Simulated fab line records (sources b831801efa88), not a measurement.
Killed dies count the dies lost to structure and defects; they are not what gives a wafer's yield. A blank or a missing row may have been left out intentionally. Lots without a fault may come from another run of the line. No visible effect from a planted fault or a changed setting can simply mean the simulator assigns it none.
Split-lot experiment + flow sky130 + on a route of 708 steps: 5 lots, 23 wafers read

== THE SPLIT ITSELF ==
At SKY_VIA4_CVD_18 (deposits W, target thk 505 nm, time 152.14 s), the setting tempC was moved away from the recipe's 400 C on 5 of the 23 wafers read, by -2.8% to -1.5%. All remaining wafers had this setting at the recipe value.

== THE PATH FROM SPLIT TO READING: the file shows 1 step between them ==
- SKY_VIA4_RS_MEAS_19: measures by four-point-probe

== THE READING ==
VIA4_W_THK, in nm, at SKY_VIA4_THK_MEAS_20 (measures by xrf). A value of 506 nm with a standard deviation of 5.8 nm is what fault-free wafers of this fab line usually give.

| wafer  | tool, chamber at the split | tempC as run, C | against the recipe | VIA4_W_THK, nm | against lot-mates on the recipe |
|--------|----------------------------|-----------------|--------------------|----------------|---------------------------------|
| L074.1 | cvdW-02, 1                 | 400             | recipe             | 508            | -                               |
| L074.3 | cvdW-02, 0                 | 400             | recipe             | 511            | -                               |
| L074.4 | cvdW-02, 1                 | 400             | recipe             | 506            | -                               |
| L074.5 | cvdW-02, 1                 | 400             | recipe             | 505            | -                               |
| L074.6 | cvdW-02, 0                 | 400             | recipe             | 507            | -                               |
| L080.1 | cvdW-02, 0                 | 400             | recipe             | 514            | -                               |
| L080.2 | cvdW-02, 1                 | 388.6           | -2.8%              | 416            | -94                             |
| L080.3 | cvdW-02, 1                 | 400             | recipe             | 509            | -                               |
| L080.4 | cvdW-02, 0                 | 388.6           | -2.8%              | 417            | -93                             |
| L080.5 | cvdW-02, 1                 | 400             | recipe             | 508            | -                               |
| L081.1 | cvdW-02, 0                 | 400             | recipe             | 512            | -                               |
| L081.3 | cvdW-02, 1                 | 400             | recipe             | 515            | -                               |
| L081.6 | cvdW-02, 0                 | 400             | recipe             | 511            | -                               |
| L083.1 | cvdW-01, 0                 | 400             | recipe             | 501            | -                               |
| L083.2 | cvdW-01, 1                 | 400             | recipe             | 493            | -                               |
| L083.3 | cvdW-01, 0                 | 400             | recipe             | 498            | -                               |
| L083.4 | cvdW-01, 1                 | 400             | recipe             | 496            | -                               |
| L083.6 | cvdW-01, 0                 | 400             | recipe             | 497            | -                               |
| L085.1 | cvdW-01, 0                 | 393.9           | -1.5%              | 453            | -51                             |
| L085.2 | cvdW-01, 1                 | 393.9           | -1.5%              | 454            | -50                             |
| L085.3 | cvdW-01, 1                 | 393.9           | -1.5%              | 455            | -49                             |
| L085.4 | cvdW-01, 0                 | 400             | recipe             | 504            | -                               |
| L085.5 | cvdW-01, 1                 | 400             | recipe             | 504            | -                               |

FIT RESULTS
A straight line over all 23 wafers: VIA4_W_THK changes by +31.9 nm for each +1% of tempC; r = +0.98; the points scatter about the line by 5.9 nm.
The same after taking each lot's own level away (the mean of its wafers on the recipe; 23 wafers): +32.9 nm for each +1%; r = +1.00; scatter 2 nm.
According to that fit, moving tempC by its largest amount changes the reading by 94 nm.
Measured against the standard deviation above, the lots' own levels, which go from 497.0 to 512.7 nm, span 2.7 times it.
The two slopes agree, so the slope changes little with the lot-to-lot level.
Check: with one of the wafers moved furthest among these (-2.8%) left out of the fit, the line predicts -93.4 nm for it against its lot-mates. Against them it came out at -94.3 nm.

== THE WHOLE CHAIN: every reading that the file lists as answering this split, in the file's order ==
| step                 | what it does                                                | reading                                                                 | change (the file's fit)              | r (the file's) |
|----------------------|-------------------------------------------------------------|-------------------------------------------------------------------------|--------------------------------------|----------------|
| SKY_VIA4_CVD_18      | deposits W, target thk 505 nm, time 152.14 s                | W_of_VIA4_CVD_18.thkNm (the simulator's own value, which no gauge read) | +33.1 nm for each +1% of the setting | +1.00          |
| SKY_VIA4_RS_MEAS_19  | measures by four-point-probe                                | VIA4_W_RS                                                               | -0.018 for each +1% of the setting   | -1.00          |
| SKY_VIA4_THK_MEAS_20 | measures by xrf                                             | VIA4_W_THK                                                              | +32.9 for each +1% of the setting    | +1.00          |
| SKY_VIA4_CMP_21      | polishes, stops on SiO2, t overpolish 25 s, target thk 0 nm | timeToEndpointS                                                         | withheld for each +1% of the setting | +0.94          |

== THE FILE'S OWN FIT ==
VIA4_W_THK changes by +32.9 nm for each +1% of tempC, r = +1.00.
